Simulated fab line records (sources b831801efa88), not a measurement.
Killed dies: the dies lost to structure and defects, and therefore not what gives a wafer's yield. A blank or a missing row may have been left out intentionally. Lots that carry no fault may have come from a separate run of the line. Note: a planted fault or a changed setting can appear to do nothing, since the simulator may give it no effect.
Comparing a struck lot with a sound one :: flow gf180mcu :: 18 out of 602 route steps
Sound: wafers L873.1, L873.3, L873.4. Wafers struck: L879.3, L879.4, L879.6. The cause comes at the end.
Order at every step that has rows: each side's tool, ch and its chambers, its first start. Under that, the readings that differ: sound wafers :: struck wafers :: difference of the means :: sigmas: that difference in standard deviations of wafers without a fault.
alike: readings whose means differ by less than 2 such deviations, and words and numbers that are the same on both sides. not compared: withheld readings, readings that some wafer has no value for, bounds like >300 that may hide the same value, and numbers for which the record gives no deviation and whose values overlap.
Wherever a step has rows on one side only, a row that says differs or no value, or a row with sigmas, the two part there. When numbers do not overlap yet have no deviation, they are printed without sigmas and do not part them. Lack of a reading on every wafer of one side parts them only where that side has two or more wafers.

first, 1 step without rows for these wafers: GF_POLY_GATE_CVD_00 (deposits poly-Si, target thk 200 nm, time 1200 s).
GF_POLY_GATE_THK_MEAS_01:
  sound on film-metro-04, day 9 14:06; struck on film-metro-04, day 11 06:45
  alike: POLY_GATE_CVD_00_THK
then, 8 steps without rows for these wafers: GF_POLY_GATE_DEHYDRATE_02 (time 60 s); GF_POLY_GATE_HMDS_03 (prime time 60 s); GF_POLY_GATE_COAT_04; GF_POLY_GATE_COAT_05 (resist thk 700 nm); GF_POLY_GATE_SOFTBAKE_06 (time 60 s); GF_POLY_GATE_EXPOSE_07 (exposes mask Poly2, target cd 280 nm); GF_POLY_GATE_PEB_08 (peb time 90 s); GF_POLY_GATE_DEVELOP_09 (develop time 60 s).
GF_POLY_GATE_CD_MEAS_10 targets a cd of 280 nm.
  sound on cd-sem-02, day 10 07:48; struck on cd-sem-02, day 12 01:08
  alike: cd-nm
GF_POLY_GATE_OVL_MEAS_11:
  sound on overlay-01, day 10 07:55; struck on overlay-01, day 12 01:14
  alike: POLY_GATE_OVL
GF_POLY_GATE_ETCH_12: etches BARC in N2/H2.
  sound on rie-diel-03 ch 0,1,3, day 10 07:57; struck on rie-diel-04 ch 0,1,2, day 12 01:15
  no value came back on the struck wafers for any of 5 readings (bias-w (W), chamber-pressure-mTorr (mTorr) and others); on the sound wafers bias-w (W) reads 99.93 100.41 99.28
GF_POLY_GATE_ETCH_13: etches poly-Si in HBr/Cl2, stops on SiO2, target depth 198.5 nm, time 69.6 s.
  sound on rie-si-01 ch 0,2,3, day 10 08:00; struck on rie-si-01 ch 0,1,3, day 12 01:18
reading: oes-product-au (a.u.)
sound: 0.989 0.991 0.980
struck: 0.272 0.272 0.268
difference: -0.716
sigmas: -78
  alike: HBr_flow_sccm, bias-w, drypump-motor-current-A, throttle-valve-pct
  not compared: rf-hours-counter-h
GF_POLY_GATE_STRIP_14: strips in O2/N2.
  sound on plasma-asher-04 ch 0,1, day 10 08:04; struck on plasma-asher-02 ch 0,1, day 12 01:23
reading: oes-product-au (a.u.)
sound: 0.496 0.504 0.495
struck: 0.537 0.535 0.535
difference: +0.037
sigmas: +7
  alike: drypump-motor-current-A, heater-power-w
  not compared: rf-hours-counter-h
then, 2 steps without rows for these wafers: GF_POLY_GATE_CLEAN_15 (cleans in SC1/SC2, time 150 s); GF_POLY_GATE_OXIDATION_16 (stabilise 600 s, purge 300 s, target thk 4 nm).
GF_POLY_GATE_CD_MEAS_18:
  sound on cd-sem-01, day 10 10:26; struck on cd-sem-02, day 12 03:32
reading: cd-nm (nm)
sound: 281.8 281.1 278.8
struck: - - -
difference: no value on the struck wafers
sigmas: 

WHERE THEY PART
Earliest at GF_POLY_GATE_ETCH_12; latest, in this record, at GF_POLY_GATE_CD_MEAS_18.

WHY: what had been put in by the simulator
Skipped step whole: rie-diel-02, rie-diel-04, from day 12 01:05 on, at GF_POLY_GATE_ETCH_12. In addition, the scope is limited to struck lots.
